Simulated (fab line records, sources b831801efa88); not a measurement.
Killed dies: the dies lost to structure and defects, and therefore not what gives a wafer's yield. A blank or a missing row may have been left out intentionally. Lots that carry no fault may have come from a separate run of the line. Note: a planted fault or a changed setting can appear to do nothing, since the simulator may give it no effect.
fab line records	flow sky130
record lots=24	wafers=72	last-day=50
route steps=708 shown VT_ADJUST_HVTP@96 LOCAL_INTERCONNECT@399 METAL1@436 VIA1@479 METAL2@499 METAL5@663
lots that met no fault: from a run of the same line without faults
start-h: hours from the record's opening day to when the first of the lot's shown wafers began	wait-h: how many hours have passed since the lot's step before this one	" as in the row above	L1.1+2: several wafers, shown together as one row	- no value present, or no start provided	* or withheld: withheld	< > ~ a bound
route shown NAME@n: names a module that has steps shown in the file, with the first one's number in the route	usual: mean/standard deviation taken from wafers without a fault	same: alike in all rows	chamber/n: place in a boat	sites: per-site readings	_std_site: standard deviation of those values	_edge_site: the outer-site mean with the inner-site mean subtracted	radius-mm: for every site, how far away it sits from the centre of the wafer	mask NAME#n: copy n	behind: the tool/chamber that last shaped the wafer	hold: why the lot was held/for how many hours/how that ended	device: names the non-switching transistor (n, p or np)	end of line: the same wafers' tests at the end of the route	a step without rows: its recipe alone	killed: at the first sort, the dies lost to defects and structure; wafer yield is something else	map: a wafer's dies, x killed, . not, _ none there
set.NAME: setting as actually run; set.NAME@STEP: the setting as run at that earlier step	model.NAME: the simulator's own value behind a step, which no gauge read
steps of the route over a sample of lots; a table a step, a row a wafer
services: when a tool's chamber went out of use (start-h, in hours from the record's first day, below 0 if earlier), for how many hours, and the reason
## steps
# step SKY_VT_ADJUST_HVTP_TW_MEAS_11
# usual VT_ADJUST_HVTP_TW=1349/5.6
lot.wafer	tool	chamber	start-h	wait-h	VT_ADJUST_HVTP_TW
L074.1	film-metro-03	-	126.39	0.1	1350
L074.3	"	-	"	"	1355
L074.4	"	-	"	"	1346
L076.3	film-metro-03	-	134.06	0.1	1350
L076.4	"	-	"	"	1360
L076.6	"	-	"	"	1344
L075.3	film-metro-04	-	134.21	0.1	1363
L075.4	"	-	"	"	1359
L075.6	"	-	"	"	1354
L077.4	film-metro-03	-	141.27	0.1	1352
L077.5	"	-	"	"	1354
L077.6	"	-	"	"	1357
L078.4	film-metro-03	-	147.84	0.1	1353
L078.5	"	-	"	"	1352
L078.6	"	-	"	"	1348
L079.2	film-metro-04	-	155.52	0.1	1354
L079.4	"	-	"	"	1363
L079.6	"	-	"	"	1352
L080.3	film-metro-02	-	165.03	0.1	1343
L080.4	"	-	"	"	1350
L080.5	"	-	"	"	1357
L081.1	film-metro-02	-	173.31	0.1	1351
L081.4	"	-	"	"	1347
L081.5	"	-	"	"	1341
L082.1	film-metro-04	-	176.94	0.1	1348
L082.2	"	-	"	"	1352
L082.3	"	-	"	"	1354
L083.1	film-metro-04	-	182.39	0.1	1346
L083.4	"	-	"	"	1357
L083.6	"	-	"	"	1345
L084.1	film-metro-02	-	188.71	0.1	1351
L084.3	"	-	"	"	1347
L084.5	"	-	"	"	1343
L085.2	film-metro-04	-	195.15	0.1	1348
L085.4	"	-	"	"	1351
L085.6	"	-	"	"	1353
L086.2	film-metro-03	-	198.45	0.1	1349
L086.4	"	-	"	"	1344
L086.6	"	-	"	"	1347
L087.1	film-metro-03	-	205.24	0.1	1346
L087.2	"	-	"	"	1340
L087.4	"	-	"	"	1337
L088.1	film-metro-02	-	215.16	0.1	1353
L088.2	"	-	"	"	1352
L088.6	"	-	"	"	1357
L089.1	film-metro-02	-	216.76	0.1	1353
L089.4	"	-	"	"	1342
L089.6	"	-	"	"	1354
L090.3	film-metro-02	-	225.26	0.1	1343
L090.4	"	-	"	"	1345
L090.6	"	-	"	"	1347
L091.3	film-metro-04	-	229.96	0.1	1336
L091.4	"	-	"	"	1337
L091.6	"	-	"	"	1339
L092.1	film-metro-04	-	234.26	0.1	1352
L092.4	"	-	"	"	1336
L092.6	"	-	"	"	1349
L093.1	film-metro-02	-	242.29	0.1	1352
L093.4	"	-	"	"	1350
L093.6	"	-	"	"	1350
L094.1	film-metro-02	-	250.19	0.1	1356
L094.4	"	-	"	"	1345
L094.6	"	-	"	"	1350
L095.1	film-metro-02	-	259.26	0.1	1345
L095.3	"	-	"	"	1344
L095.6	"	-	"	"	1352
L096.2	film-metro-02	-	263.30	0.1	1348
L096.5	"	-	"	"	1344
L096.6	"	-	"	"	1349
L097.2	film-metro-04	-	266.35	0.1	1353
L097.3	"	-	"	"	1357
L097.5	"	-	"	"	1345
# step SKY_LOCAL_INTERCONNECT_OVL_MEAS_12
# usual LOCAL_INTERCONNECT_OVL=-3/4.6
lot.wafer	tool	chamber	start-h	wait-h	LOCAL_INTERCONNECT_OVL[nm]
L074.1	overlay-01	-	712.85	0.1	2
L074.3	"	-	"	"	0
L074.4	"	-	"	"	-2
L075.3	overlay-01	-	726.41	0.1	1
L075.4	"	-	"	"	4
L075.6	"	-	"	"	0
L076.3	overlay-01	-	727.64	0.1	-12
L076.4	"	-	"	"	-9
L076.6	"	-	"	"	-11
L077.4	overlay-01	-	729.20	0.1	5
L077.5	"	-	"	"	5
L077.6	"	-	"	"	6
L078.4	overlay-02	-	739.49	0.1	4
L078.5	"	-	"	"	-3
L078.6	"	-	"	"	2
L079.2	overlay-02	-	753.86	0.1	-2
L079.4	"	-	"	"	-10
L079.6	"	-	"	"	-4
L080.3	overlay-01	-	763.64	0.1	-1
L080.4	"	-	"	"	0
L080.5	"	-	"	"	-2
L081.1	overlay-02	-	775.42	0.1	-10
L081.4	"	-	"	"	-5
L081.5	"	-	"	"	-10
L082.1	overlay-02	-	780.15	0.1	1
L082.2	"	-	"	"	-4
L082.3	"	-	"	"	-5
L083.1	overlay-01	-	783.47	0.1	2
L083.4	"	-	"	"	7
L083.6	"	-	"	"	3
L084.1	overlay-02	-	792.92	0.1	-13
L084.3	"	-	"	"	0
L084.5	"	-	"	"	-7
L085.2	overlay-02	-	796.21	0.1	-1
L085.4	"	-	"	"	-6
L085.6	"	-	"	"	4
L086.2	overlay-02	-	802.51	0.1	-5
L086.4	"	-	"	"	-2
L086.6	"	-	"	"	-8
L087.1	overlay-02	-	812.10	0.1	-1
L087.2	"	-	"	"	-7
L087.4	"	-	"	"	0
L088.1	overlay-02	-	823.47	0.1	-2
L088.2	"	-	"	"	-3
L088.6	"	-	"	"	-9
L089.1	overlay-01	-	829.17	0.1	-3
L089.4	"	-	"	"	-4
L089.6	"	-	"	"	-2
L090.3	overlay-01	-	833.29	0.1	-2
L090.4	"	-	"	"	-4
L090.6	"	-	"	"	-5
L091.3	overlay-01	-	840.86	0.1	-2
L091.4	"	-	"	"	1
L091.6	"	-	"	"	-11
L092.1	overlay-02	-	843.65	0.1	0
L092.4	"	-	"	"	-10
L092.6	"	-	"	"	-6
L093.1	overlay-01	-	852.35	0.1	-5
L093.4	"	-	"	"	-9
L093.6	"	-	"	"	-1
L094.1	overlay-01	-	861.22	0.1	3
L094.4	"	-	"	"	0
L094.6	"	-	"	"	3
L095.1	overlay-01	-	881.95	0.1	-2
L095.3	"	-	"	"	-5
L095.6	"	-	"	"	-4
L096.2	overlay-01	-	882.81	0.1	-10
L096.5	"	-	"	"	-3
L096.6	"	-	"	"	-7
L097.2	overlay-02	-	884.47	0.1	-6
L097.3	"	-	"	"	-5
L097.5	"	-	"	"	-6
# step SKY_METAL1_SPUTTER_02
# recipe material=AlCu	target-thk-nm=250	power-w=10600	time-s=13.3	chamber-pressure-pa=0.4
# usual throttle-valve-pct=30.0/1.2
lot.wafer	tool	chamber	start-h	wait-h	throttle-valve-pct
L074.1	pvd-sputter-04	-	742.91	0.0	29.0
L074.3	"	-	"	"	29.4
L074.4	"	-	"	"	29.0
L075.3	pvd-sputter-02	-	756.91	0.0	31.3
L075.4	"	-	"	"	28.8
L075.6	"	-	"	"	29.0
L076.3	pvd-sputter-02	-	759.31	0.0	32.4
L076.4	"	-	"	"	28.9
L076.6	"	-	"	"	28.9
L077.4	pvd-sputter-04	-	760.41	0.0	29.4
L077.5	"	-	"	"	28.9
L077.6	"	-	"	"	28.6
L078.4	pvd-sputter-03	-	768.69	0.0	31.1
L078.5	"	-	"	"	30.1
L078.6	"	-	"	"	31.0
L079.2	pvd-sputter-03	-	783.37	0.0	31.1
L079.4	"	-	"	"	30.9
L079.6	"	-	"	"	29.9
L080.3	pvd-sputter-04	-	792.96	0.0	29.7
L080.4	"	-	"	"	31.3
L080.5	"	-	"	"	29.3
L081.1	pvd-sputter-02	-	804.83	0.0	29.5
L081.4	"	-	"	"	31.1
L081.5	"	-	"	"	29.1
L082.1	pvd-sputter-02	-	809.86	0.0	31.3
L082.2	"	-	"	"	28.6
L082.3	"	-	"	"	32.0
L083.1	pvd-sputter-03	-	812.98	0.0	31.3
L083.4	"	-	"	"	31.2
L083.6	"	-	"	"	29.9
L084.1	pvd-sputter-04	-	821.96	0.0	31.1
L084.3	"	-	"	"	28.6
L084.5	"	-	"	"	29.0
L085.2	pvd-sputter-04	-	825.44	0.0	29.6
L085.4	"	-	"	"	29.2
L085.6	"	-	"	"	29.4
L086.2	pvd-sputter-02	-	831.59	0.0	29.1
L086.4	"	-	"	"	32.6
L086.6	"	-	"	"	31.0
L087.1	pvd-sputter-03	-	841.67	0.0	31.0
L087.2	"	-	"	"	31.2
L087.4	"	-	"	"	30.6
L088.1	pvd-sputter-04	-	852.62	0.0	29.4
L088.2	"	-	"	"	30.9
L088.6	"	-	"	"	29.1
L089.1	pvd-sputter-02	-	858.83	0.0	32.2
L089.4	"	-	"	"	28.9
L089.6	"	-	"	"	31.3
L090.3	pvd-sputter-03	-	862.31	0.0	28.5
L090.4	"	-	"	"	31.5
L090.6	"	-	"	"	31.2
L091.3	pvd-sputter-04	-	870.07	0.0	28.8
L091.4	"	-	"	"	28.8
L091.6	"	-	"	"	29.0
L092.1	pvd-sputter-02	-	872.80	0.0	29.0
L092.4	"	-	"	"	32.2
L092.6	"	-	"	"	28.8
L093.1	pvd-sputter-04	-	881.81	0.0	29.2
L093.4	"	-	"	"	28.7
L093.6	"	-	"	"	28.9
L094.1	pvd-sputter-03	-	890.73	0.0	31.0
L094.4	"	-	"	"	31.5
L094.6	"	-	"	"	31.1
L095.1	pvd-sputter-02	-	910.41	0.0	28.8
L095.3	"	-	"	"	29.6
L095.6	"	-	"	"	28.9
L096.2	pvd-sputter-03	-	911.37	0.0	29.8
L096.5	"	-	"	"	30.1
L096.6	"	-	"	"	31.2
L097.2	pvd-sputter-03	-	912.63	0.0	31.3
L097.3	"	-	"	"	29.6
L097.5	"	-	"	"	31.3
# step SKY_VIA1_CVD_21
# recipe material=W	target-thk-nm=270	time-s=80.902	temp-c=400	pressure-torr=40
# usual heater-power-w=901/90
lot.wafer	tool	chamber	start-h	wait-h	heater-power-w	since-wet-clean-h
L074.1	cvd-w-02	0	799.20	0.0	1004	395
L074.3	"	0	"	"	997	-
L074.4	"	1	"	"	907	-
L075.3	cvd-w-02	0	812.97	0.1	1025	-
L075.4	"	1	"	"	893	-
L075.6	"	0	"	"	999	-
L076.3	cvd-w-02	1	815.10	0.1	910	-
L076.4	"	0	"	"	996	-
L076.6	"	1	"	"	906	-
L077.4	cvd-w-01	0	816.73	0.1	926	-
L077.5	"	0	"	"	900	-
L077.6	"	1	"	"	758	-
L078.4	cvd-w-02	0	824.67	0.1	1002	-
L078.5	"	0	"	"	1006	-
L078.6	"	1	"	"	883	-
L079.2	cvd-w-02	0	838.80	0.0	992	435
L079.4	"	0	"	"	1012	-
L079.6	"	0	"	"	1013	-
L080.3	cvd-w-01	0	848.96	0.1	946	-
L080.4	"	1	"	"	759	-
L080.5	"	0	"	"	946	-
L081.1	cvd-w-02	0	860.89	0.0	1011	457
L081.4	"	0	"	"	1003	-
L081.5	"	1	"	"	888	-
L082.1	cvd-w-01	1	864.68	0.0	779	961
L082.2	"	0	"	"	937	961
L082.3	"	0	"	"	935	-
L083.1	cvd-w-01	1	867.09	0.0	760	963
L083.4	"	0	"	"	950	-
L083.6	"	0	"	"	925	-
L084.1	cvd-w-01	0	876.50	0.0	941	973
L084.3	"	0	"	"	946	-
L084.5	"	0	"	"	928	-
L085.2	cvd-w-02	1	879.79	0.0	897	476
L085.4	"	1	"	"	924	-
L085.6	"	1	"	"	896	-
L086.2	cvd-w-02	0	886.23	0.0	981	482
L086.4	"	1	"	"	913	-
L086.6	"	1	"	"	924	-
L087.1	cvd-w-01	1	895.87	0.0	775	992
L087.2	"	0	"	"	941	992
L087.4	"	0	"	"	941	-
L088.1	cvd-w-02	0	906.00	0.0	1011	502
L088.2	"	0	"	"	987	-
L088.6	"	0	"	"	1002	-
L089.1	cvd-w-02	0	912.91	0.0	1012	509
L089.4	"	0	"	"	1005	-
L089.6	"	1	"	"	888	-
L090.3	cvd-w-02	0	915.94	0.1	1029	-
L090.4	"	1	"	"	900	-
L090.6	"	0	"	"	1017	-
L091.3	cvd-w-01	1	924.81	0.1	729	-
L091.4	"	0	"	"	891	-
L091.6	"	0	"	"	900	-
L092.1	cvd-w-02	1	925.49	0.0	912	521
L092.4	"	1	"	"	896	-
L092.6	"	1	"	"	890	-
L093.1	cvd-w-01	1	934.36	0.0	736	16
L093.4	"	0	"	"	878	-
L093.6	"	0	"	"	876	-
L094.1	cvd-w-01	1	943.03	0.0	748	25
L094.4	"	0	"	"	902	-
L094.6	"	1	"	"	754	-
L095.1	cvd-w-01	1	961.56	0.0	726	44
L095.3	"	1	"	"	741	-
L095.6	"	0	"	"	865	-
L096.2	cvd-w-02	1	963.22	0.0	893	559
L096.5	"	0	"	"	1019	-
L096.6	"	1	"	"	896	-
L097.2	cvd-w-01	0	963.63	0.0	878	46
L097.3	"	0	"	"	895	-
L097.5	"	1	"	"	778	-
# step SKY_METAL2_OVL_MEAS_16
# usual METAL2_OVL=-5/4.4
lot.wafer	tool	chamber	start-h	wait-h	METAL2_OVL[nm]
L074.1	overlay-01	-	826.47	0.1	-2
L074.3	"	-	"	"	1
L074.4	"	-	"	"	-1
L075.3	overlay-02	-	840.04	0.1	2
L075.4	"	-	"	"	-7
L075.6	"	-	"	"	-6
L076.3	overlay-02	-	842.41	0.1	-3
L076.4	"	-	"	"	-4
L076.6	"	-	"	"	-7
L077.4	overlay-01	-	844.09	0.1	-4
L077.5	"	-	"	"	-2
L077.6	"	-	"	"	-8
L078.4	overlay-01	-	851.74	0.1	-6
L078.5	"	-	"	"	3
L078.6	"	-	"	"	3
L079.2	overlay-01	-	865.10	0.1	-3
L079.4	"	-	"	"	-5
L079.6	"	-	"	"	-9
L080.3	overlay-02	-	875.11	0.1	-2
L080.4	"	-	"	"	-8
L080.5	"	-	"	"	3
L081.1	overlay-01	-	887.42	0.1	-7
L081.4	"	-	"	"	0
L081.5	"	-	"	"	-5
L082.1	overlay-02	-	890.47	0.1	2
L082.2	"	-	"	"	0
L082.3	"	-	"	"	-2
L083.1	overlay-01	-	892.80	0.1	-12
L083.4	"	-	"	"	-7
L083.6	"	-	"	"	1
L084.1	overlay-01	-	902.45	0.1	-7
L084.3	"	-	"	"	-11
L084.5	"	-	"	"	-10
L085.2	overlay-01	-	906.16	0.1	-5
L085.4	"	-	"	"	-7
L085.6	"	-	"	"	-5
L086.2	overlay-02	-	912.58	0.1	4
L086.4	"	-	"	"	1
L086.6	"	-	"	"	-1
L087.1	overlay-02	-	921.30	0.1	-4
L087.2	"	-	"	"	-3
L087.4	"	-	"	"	-2
L088.1	overlay-01	-	932.35	0.1	-1
L088.2	"	-	"	"	-15
L088.6	"	-	"	"	-12
L089.1	overlay-01	-	938.88	0.1	-1
L089.4	"	-	"	"	-5
L089.6	"	-	"	"	-3
L090.3	overlay-01	-	941.31	0.1	-3
L090.4	"	-	"	"	1
L090.6	"	-	"	"	-1
L091.3	overlay-01	-	950.26	0.1	-4
L091.4	"	-	"	"	-8
L091.6	"	-	"	"	-5
L092.1	overlay-02	-	951.80	0.1	-5
L092.4	"	-	"	"	-6
L092.6	"	-	"	"	-2
L093.1	overlay-01	-	959.47	0.1	-14
L093.4	"	-	"	"	-5
L093.6	"	-	"	"	-8
L094.1	overlay-02	-	968.15	0.1	-2
L094.4	"	-	"	"	-2
L094.6	"	-	"	"	1
L095.1	overlay-02	-	986.48	0.1	-7
L095.3	"	-	"	"	-8
L095.6	"	-	"	"	-6
L096.2	overlay-01	-	987.76	0.1	-8
L096.5	"	-	"	"	-15
L096.6	"	-	"	"	-8
L097.2	overlay-01	-	988.41	0.1	-4
L097.3	"	-	"	"	-11
L097.5	"	-	"	"	-10
# step SKY_METAL5_SPUTTER_02
# recipe material=AlCu	target-thk-nm=1150	power-w=10600	time-s=61.2	chamber-pressure-pa=0.4
# usual throttle-valve-pct=30.2/1.3
lot.wafer	tool	chamber	start-h	wait-h	throttle-valve-pct
L074.1	pvd-sputter-02	-	1010.32	0.0	32.2
L074.3	"	-	"	"	29.2
L074.4	"	-	"	"	31.2
L075.3	pvd-sputter-03	-	1021.23	0.0	30.0
L075.4	"	-	"	"	31.0
L075.6	"	-	"	"	28.7
L076.3	pvd-sputter-03	-	1024.98	0.0	28.5
L076.4	"	-	"	"	30.0
L076.6	"	-	"	"	28.6
L077.4	pvd-sputter-03	-	1026.45	0.0	28.4
L077.5	"	-	"	"	31.2
L077.6	"	-	"	"	31.2
L078.4	pvd-sputter-02	-	1033.58	0.0	32.5
L078.5	"	-	"	"	31.4
L078.6	"	-	"	"	29.4
L079.2	pvd-sputter-01	-	1048.09	0.0	31.8
L079.4	"	-	"	"	29.7
L079.6	"	-	"	"	30.9
L080.3	pvd-sputter-02	-	1054.89	0.0	29.3
L080.4	"	-	"	"	32.2
L080.5	"	-	"	"	31.4
L081.1	pvd-sputter-03	-	1063.42	0.0	31.2
L081.4	"	-	"	"	28.5
L081.5	"	-	"	"	31.1
L082.1	pvd-sputter-03	-	1069.71	0.0	28.7
L082.2	"	-	"	"	31.2
L082.3	"	-	"	"	30.2
L083.1	pvd-sputter-03	-	1070.61	0.0	28.6
L083.4	"	-	"	"	30.0
L083.6	"	-	"	"	31.0
L084.1	pvd-sputter-02	-	1078.08	0.0	28.6
L084.3	"	-	"	"	29.2
L084.5	"	-	"	"	28.8
L085.2	pvd-sputter-01	-	1078.38	0.0	31.6
L085.4	"	-	"	"	27.6
L085.6	"	-	"	"	28.1
L086.2	pvd-sputter-03	-	1084.05	0.0	30.0
L086.4	"	-	"	"	31.2
L086.6	"	-	"	"	28.2
L087.1	pvd-sputter-01	-	1092.02	0.0	31.9
L087.2	"	-	"	"	30.8
L087.4	"	-	"	"	27.7
L088.1	pvd-sputter-01	-	1102.08	0.0	28.2
L088.2	"	-	"	"	31.2
L088.6	"	-	"	"	29.6
L089.1	pvd-sputter-03	-	1109.78	0.0	31.4
L089.4	"	-	"	"	30.0
L089.6	"	-	"	"	28.4
L090.3	pvd-sputter-02	-	1110.40	0.0	32.2
L090.4	"	-	"	"	31.0
L090.6	"	-	"	"	32.2
L091.3	pvd-sputter-01	-	1117.31	0.0	31.7
L091.4	"	-	"	"	27.9
L091.6	"	-	"	"	31.3
L092.1	pvd-sputter-03	-	1117.55	0.0	31.0
L092.4	"	-	"	"	30.0
L092.6	"	-	"	"	31.3
L093.1	pvd-sputter-02	-	1123.26	0.0	31.3
L093.4	"	-	"	"	29.4
L093.6	"	-	"	"	28.7
L094.1	pvd-sputter-02	-	1132.08	0.0	32.1
L094.4	"	-	"	"	28.8
L094.6	"	-	"	"	28.7
L095.1	pvd-sputter-02	-	1145.04	0.0	28.8
L095.3	"	-	"	"	30.8
L095.6	"	-	"	"	31.2
L096.2	pvd-sputter-02	-	1146.73	0.0	29.1
L096.5	"	-	"	"	29.0
L096.6	"	-	"	"	31.2
L097.2	pvd-sputter-03	-	1147.66	0.0	28.6
L097.3	"	-	"	"	29.5
L097.5	"	-	"	"	29.7
## services
tool	chamber	start-h	hours	kind
pvd-sputter-02	-	741.76	2.4	repair
pvd-sputter-03	-	760.26	0.6	repair
pvd-sputter-04	-	774.40	3.2	repair
cvd-w-02	-	782.85	0.9	repair
pvd-sputter-03	-	804.38	1.4	repair
cvd-w-01	-	821.57	0.5	repair
cvd-w-02	-	839.45	1.7	repair
pvd-sputter-02	-	852.24	1.9	repair
pvd-sputter-01	-	865.53	0.6	repair
pvd-sputter-01	-	890.58	10.3	repair
cvd-w-02	1	900.02	12.1	repair
cvd-w-01	-	904.00	14.0	pm
pvd-sputter-03	-	905.76	5.1	repair
pvd-sputter-04	-	914.72	5.5	repair
cvd-w-02	-	930.87	1.4	repair
cvd-w-01	-	956.95	1.1	repair
pvd-sputter-02	-	964.56	1.4	repair
cvd-w-02	1	978.08	4.3	repair
cvd-w-01	-	990.96	6.9	pm
cvd-w-02	-	999.65	14.6	pm
pvd-sputter-02	-	999.87	5.3	repair
pvd-sputter-04	-	1008.71	3.7	repair
pvd-sputter-04	-	1033.20	4.8	repair
cvd-w-01	-	1063.37	3.0	repair
## key
fault none
